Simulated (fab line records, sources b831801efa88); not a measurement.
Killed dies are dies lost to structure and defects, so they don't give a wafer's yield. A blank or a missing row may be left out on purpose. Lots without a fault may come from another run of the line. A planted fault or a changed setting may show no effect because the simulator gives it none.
Which tool did it? | flow sky130 | 13 lots, 38 wafers sampled, at 2 steps of a route of 708

WHAT THE GAUGES READ, wafer by wafer
SKY_METAL1_RS_MEAS_05: measures by four-point-probe.
lot  | measured     | on            | METAL1_ALCU_RS (ohm/sq)
L856 | day 32 10:38 | film_metro-04 | 0.1258 0.1267 0.1264
L859 | day 32 17:55 | film_metro-02 | 0.1261 0.1270 0.1245
L858 | day 32 19:45 | film_metro-02 | 0.1266 0.1259 0.1265
L861 | day 33 01:05 | film_metro-02 | 0.1269 0.1256 0.1276
L862 | day 34 08:17 | film_metro-02 | 0.1273 0.1256 0.1270
L867 | day 35 11:11 | film_metro-04 | 0.1265 0.1272
L873 | day 37 07:05 | film_metro-04 | 0.1250 0.1273 0.1271
L874 | day 37 12:20 | film_metro-03 | 0.1253 0.1255 0.1263
L875 | day 37 19:07 | film_metro-03 | 0.1283 0.1275 0.1259
L876 | day 38 01:44 | film_metro-03 | 0.1245 0.1252 0.1238
L877 | day 38 07:58 | film_metro-02 | 0.1247 0.1236 0.1245
L879 | day 38 13:38 | film_metro-02 | 0.1269 0.1274 0.1258
L878 | day 38 16:00 | film_metro-02 | 0.1293 0.1280 0.1276

WHICH TOOL RAN EACH LOT (tool, then ch and the chambers of the sampled wafers, then the start)
lot  | SKY_CONTACT_CVD_00
L856 | pecvd-04 ch 1,2, day 31 04:33
L859 | pecvd-04 ch 0,1,2, day 31 12:22
L858 | pecvd-03 ch 1,2, day 31 13:38
L861 | pecvd-02 ch 0,2, day 31 19:16
L862 | pecvd-03 ch 0,1,2, day 33 03:19
L867 | pecvd-02 ch 1, day 34 06:30
L873 | pecvd-04 ch 0,1, day 36 03:40
L874 | pecvd-03 ch 0,1,2, day 36 09:07
L875 | pecvd-02 ch 0,1,2, day 36 15:39
L876 | pecvd-02 ch 0,1,2, day 36 22:07
L877 | pecvd-03 ch 0,1,2, day 37 04:41
L879 | pecvd-04 ch 0,1, day 37 10:08
L878 | pecvd-02 ch 0,1,2, day 37 12:59
- SKY_CONTACT_CVD_00: deposits Si3N4, target thk 75 nm.

WHAT THE TOOLS THEMSELVES READ (means of the sampled wafers that have a number; where no wafer has one, the mark that the record gives instead)
SKY_CONTACT_CVD_00.
lot  | tool     | heater_power_w (W)
L856 | pecvd-04 | 734
L859 | pecvd-04 | 746
L858 | pecvd-03 | 660
L861 | pecvd-02 | 690
L862 | pecvd-03 | 730
L867 | pecvd-02 | 663
L873 | pecvd-04 | 688
L874 | pecvd-03 | 775
L875 | pecvd-02 | 668
L876 | pecvd-02 | 648
L877 | pecvd-03 | 762
L879 | pecvd-04 | 651
L878 | pecvd-02 | 655

THE ANSWER, worked out from the rows above alone
Rule: what is usual is taken from the lots themselves. Put in order of their means at a reading, lots are off if they are a third of the lots or fewer, leave a main group of 4 or more, and stand apart from it by a gap of 3 or more times the standard deviation of the main group's means; of several such gaps the widest counts. A main group whose means are all the same, to the digits that the tables above print for the reading, isn't used. A lot without any number at a reading at which 4 lots or more have one is off too. The other lots that the step has rows for count as sound. The gauges are gone through in route order, then the tools' own readings, and for those a lot's mean is taken as printed above. The first step at which some lot is off is used, and at that step the reading that is off furthest; a lot without a number counts as furthest.
No lot is off at any reading shown: from this, nothing can be told.

WHAT THE SIMULATOR HAD PUT IN
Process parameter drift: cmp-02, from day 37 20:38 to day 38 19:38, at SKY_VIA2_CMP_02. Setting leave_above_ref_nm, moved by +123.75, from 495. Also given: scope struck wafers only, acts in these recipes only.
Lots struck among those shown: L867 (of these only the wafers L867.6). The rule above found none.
